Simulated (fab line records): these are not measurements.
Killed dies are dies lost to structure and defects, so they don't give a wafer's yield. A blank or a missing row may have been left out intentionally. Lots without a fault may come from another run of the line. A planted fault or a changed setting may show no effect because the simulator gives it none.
Matching of chambers	flow sky130	SKY_CONTACT_ETCH_17 on rie_diel-02 has 4 sister chambers
The step etches SiO2 in C4F8/O2/Ar, stops on Si3N4, target depth 340 nm. 4 wafers are shown with their chamber, then 9 later ones without.

== WAFERS WITH THEIR CHAMBER ==
wafer	chamber	rf_fwd_power_W (W)
L087.1	0	1493
L092.4	1	1480
L092.5	2	1493
L092.6	3	1488

== WAFERS MISSING THEIR CHAMBER ==
wafer	rf_fwd_power_W (W)
L094.3	1490
L094.4	1484
L094.6	1494
L095.1	1491
L095.3	1485
L095.6	1492
L096.2	1493
L096.3	1487
L096.4	1482

== WHICH CHAMBER EACH ONE RAN IN ==
wafer	from the rows above	in truth
L094.3	can't be placed: 3 or 0 or 2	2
L094.4	can't be placed: 1 or 3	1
L094.6	can't be placed: 0 or 2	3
L095.1	can't be placed: 0 or 2 or 3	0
L095.3	can't be placed: 3 or 1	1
L095.6	can't be placed: 0 or 2 or 3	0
L096.2	can't be placed: 0 or 2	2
L096.3	3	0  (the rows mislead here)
L096.4	can't be placed: 1 or 3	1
0 of 9 placed correctly. Cannot be placed on the basis of these rows: 8; the candidates contain the true chamber in 7. Placed wrongly: 1.
How it was worked out, from the rows above alone: a wafer's distance from a chamber is the root of the sum, over the readings, of the square of ((its reading less the chamber's mean) divided by the reading's scatter). If the next closest chamber is less than 2 further off than the closest, the wafer can't be placed; otherwise it belongs to the closest. For every chamber, the mean is computed from those of its wafers that are shown. The scatter (one wafer shown for each chamber): square how far every hidden wafer sits from the nearest shown wafer, average those squares and take the square root.
